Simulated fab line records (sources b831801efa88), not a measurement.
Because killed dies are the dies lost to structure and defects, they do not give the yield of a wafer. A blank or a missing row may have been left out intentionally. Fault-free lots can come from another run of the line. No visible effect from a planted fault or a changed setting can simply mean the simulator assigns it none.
The same fault as seen by 2 desks	flow gf180mcu	each desk has only its own numbers; what lay behind them comes last

## METROLOGY DESK
What the gauges read, lot by lot, whatever tool the lot ran on: means of the sampled wafers that have a number. Any lot whose mean is over 4 standard deviations away from the usual mean is out of limits and marked OUT; that distance is given in the brackets.
Columns: A = HV_LDD_4_TW at GF_HV_LDD_TW_MEAS_50, usual 574; B = NSD_TW at GF_NSD_TW_MEAS_12, usual 4261; C = SAB_CVD_00_THK at GF_SAB_THK_MEAS_01, usual 50.0 nm; D = SAB_OVL at GF_SAB_OVL_MEAS_10, usual 0.0 nm
lot	first seen here	A	B	C	D
L800	day 12 05:07	575	4269	49.8	-0.4
L801	day 12 08:40	573	4278	50.7	2.4
L802	day 12 23:04	573	4230	50.0	-0.1
L803	day 13 10:41	579	4287	49.3	-0.7
L804	day 13 14:50	577	4226	49.4	-0.1
L813	day 17 05:07	568	4267	49.9	1.0
L814	day 17 09:48	567	4274	50.5	-1.3
L816	day 17 19:59	576	4254	50.4	0.3
L818	day 18 13:04	577	4260	50.5	-0.9
L819	day 18 18:37	579	4248	50.2	2.1
L821	day 19 16:34	577	4238	50.3	0.8
L822	day 20 00:28	567	4244	49.6	-1.7
L823	day 20 06:11	569	4257	49.9	-0.5
This desk's verdict: no lot among the 13 shows anything out of limits.

## TOOL OWNER'S DESK, pecvd-01
The tool's own readings at GF_SAB_CVD_00 (deposits SiO2 from TEOS, target thk 50 nm, time 4.9302 s): means of the sampled wafers that have a number, for each lot that ran on this tool. Any lot whose mean is over 4 standard deviations away from the usual mean is out of limits and marked OUT; that distance is given in the brackets.
Columns: A = heater-power-w at GF_SAB_CVD_00, usual 678 W
lot	first seen here	A
L804	day 15 13:40	697
L813	day 19 11:08	815
L822	day 22 04:05	664
This desk's verdict: no lot among the 3 shows anything out of limits.

## BROUGHT TOGETHER
The metrology desk saw nothing out of limits.
Nothing out of limits was seen by the tool owner's desk.

## WHAT HAD BEEN PUT IN BY THE SIMULATOR
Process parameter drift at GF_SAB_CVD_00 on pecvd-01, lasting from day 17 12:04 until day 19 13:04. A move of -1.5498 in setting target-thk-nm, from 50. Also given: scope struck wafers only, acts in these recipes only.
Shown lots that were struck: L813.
